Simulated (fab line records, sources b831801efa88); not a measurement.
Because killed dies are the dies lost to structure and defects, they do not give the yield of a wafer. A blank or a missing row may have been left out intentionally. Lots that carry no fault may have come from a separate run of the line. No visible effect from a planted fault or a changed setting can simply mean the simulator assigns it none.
Comparing a struck lot with a sound one + flow sky130 + 33 steps out of a route of 708
Sound: these wafers, L810.3, L810.4, L810.5. Wafers struck: L811.1, L811.2, L811.6. The cause comes at the end.
Per side, at each step with rows, come the tool, then ch with its chambers, and then its first start. Under that, the readings that differ: sound wafers + struck wafers + difference of the means + sigmas: that difference in standard deviations of wafers without a fault.
alike: readings whose means differ by less than 2 such deviations, and words and numbers that are the same on both sides. not compared: withheld readings, readings that some wafer has no value for, bounds like >300 that may hide the same value, and numbers for which the record gives no deviation and whose values overlap.
A row with sigmas, a row that says differs or no value, or rows on one side alone: a step with any of these is where the two part. Non-overlapping numbers with no deviation appear without sigmas and do not part them. A reading missing from all wafers of one side parts the sides only when that side holds two or more wafers.

first, 3 steps without rows for these wafers: SKY_VT_ADJUST_HVTR_EXPOSE_04 (exposes mask HVTRM, target cd 380 nm); SKY_VT_ADJUST_HVTR_PEB_05; SKY_VT_ADJUST_HVTR_DEVELOP_06 (develop time 60 s).
SKY_VT_ADJUST_HVTR_CD_MEAS_07: target cd 380 nm.
  sound on cd sem-02 at day 10 11:47; struck on cd sem-01 at day 10 19:43
  alike: cd nm
SKY_VT_ADJUST_HVTR_OVL_MEAS_08:
  sound on overlay-02 at day 10 11:53; struck on overlay-01 at day 10 19:50
  alike: VT_ADJUST_HVTR_OVL
then, 1 step without rows for these wafers: SKY_VT_ADJUST_HVTR_IMPLANT_09.
SKY_VT_ADJUST_HVTR_STRIP_10: strips in O2/N2.
  sound on plasma asher-04 ch 0,1, day 10 12:05; struck on plasma asher-03 ch 0,1, day 10 20:01
  alike: drypump motor current A, oes product au, strip time to endpoint s
  not compared: rf hours counter h
SKY_VT_ADJUST_HVTR_TW_MEAS_11:
  sound on film metro-03 at day 10 12:11; struck on film metro-03 at day 10 20:07
  alike: VT_ADJUST_HVTR_TW
then, 4 steps without rows for these wafers: SKY_VT_ADJUST_PCH_DEHYDRATE_00 (time 60 s); SKY_VT_ADJUST_PCH_HMDS_01 (prime time 60 s); SKY_VT_ADJUST_PCH_COAT_02 (resist thk 3000 nm); SKY_VT_ADJUST_PCH_SOFTBAKE_03.
SKY_VT_ADJUST_PCH_EXPOSE_04: exposes mask NWM, target cd 840 nm.
  sound on iline stepper-02 ch 0, day 11 00:09; struck on iline stepper-01 ch 0, day 11 08:11
| reading | sound             | struck               | difference | sigmas |
|---------|-------------------|----------------------|------------|--------|
| mask    | NWM#0 NWM#0 NWM#0 | TUNM#0 TUNM#0 TUNM#0 | differs    |        |
then, 2 steps without rows for these wafers: SKY_VT_ADJUST_PCH_PEB_05; SKY_VT_ADJUST_PCH_DEVELOP_06 (develop time 60 s).
SKY_VT_ADJUST_PCH_OVL_MEAS_07:
  sound on overlay-02 at day 11 11:56; struck on overlay-02 at day 11 20:26
| reading                | sound        | struck | difference                    | sigmas |
|------------------------|--------------|--------|-------------------------------|--------|
| VT_ADJUST_PCH_OVL (nm) | -0.8 1.8 0.6 | - - -  | no value on the struck wafers |        |
then, 1 step without rows for these wafers: SKY_VT_ADJUST_PCH_IMPLANT_08.
SKY_VT_ADJUST_PCH_STRIP_09: strips in O2/N2.
  sound on plasma asher-01 ch 0,1, day 11 12:09; struck on plasma asher-04 ch 0,1, day 11 20:37
  alike: drypump motor current A, oes product au, strip time to endpoint s
  not compared: rf hours counter h
SKY_VT_ADJUST_PCH_TW_MEAS_10:
  sound on film metro-03 at day 11 12:14; struck on film metro-03 at day 11 20:43
| reading          | sound             | struck         | difference | sigmas |
|------------------|-------------------|----------------|------------|--------|
| VT_ADJUST_PCH_TW | 143.6 142.9 143.2 | 30.1 30.2 30.1 | -113.1     | -87    |
then, 7 steps without rows for these wafers: SKY_SONOS_TUNNEL_DEHYDRATE_00 (time 60 s); SKY_SONOS_TUNNEL_HMDS_01 (prime time 60 s); SKY_SONOS_TUNNEL_COAT_02 (resist thk 1140 nm); SKY_SONOS_TUNNEL_SOFTBAKE_03 (time 60 s); SKY_SONOS_TUNNEL_EXPOSE_04 (exposes mask TUNM, target cd 410 nm); SKY_SONOS_TUNNEL_PEB_05; SKY_SONOS_TUNNEL_DEVELOP_06 (develop time 60 s).
SKY_SONOS_TUNNEL_CD_MEAS_07: target cd 410 nm.
  sound on cd sem-01 at day 12 14:04; struck on cd sem-01 at day 12 23:24
  alike: cd nm
SKY_SONOS_TUNNEL_OVL_MEAS_08:
  sound on overlay-01 at day 12 14:10; struck on overlay-01 at day 12 23:31
  alike: SONOS_TUNNEL_OVL
then, 3 steps without rows for these wafers: SKY_SONOS_TUNNEL_IMPLANT_09; SKY_SONOS_TUNNEL_WET_ETCH_10 (etches SiO2 in dHF, target depth 14 nm, time 280 s); SKY_SONOS_TUNNEL_STRIP_11 (strips in SPM, time 600 s).
SKY_SONOS_TUNNEL_TW_MEAS_12:
  sound on film metro-03 at day 12 14:38; struck on film metro-03 at day 12 23:58
| reading         | sound             | struck            | difference | sigmas |
|-----------------|-------------------|-------------------|------------|--------|
| SONOS_TUNNEL_TW | 196.5 195.7 196.1 | 212.1 211.2 212.9 | +16.0      | +8     |
then, 1 step without rows for these wafers: SKY_SONOS_TUNNEL_CLEAN_13 (cleans in dHF, time 20 s).

WHERE THEY PART
Earliest at SKY_VT_ADJUST_PCH_EXPOSE_04; latest, in this record, at SKY_SONOS_TUNNEL_TW_MEAS_12.

WHY: the cause the simulator had injected
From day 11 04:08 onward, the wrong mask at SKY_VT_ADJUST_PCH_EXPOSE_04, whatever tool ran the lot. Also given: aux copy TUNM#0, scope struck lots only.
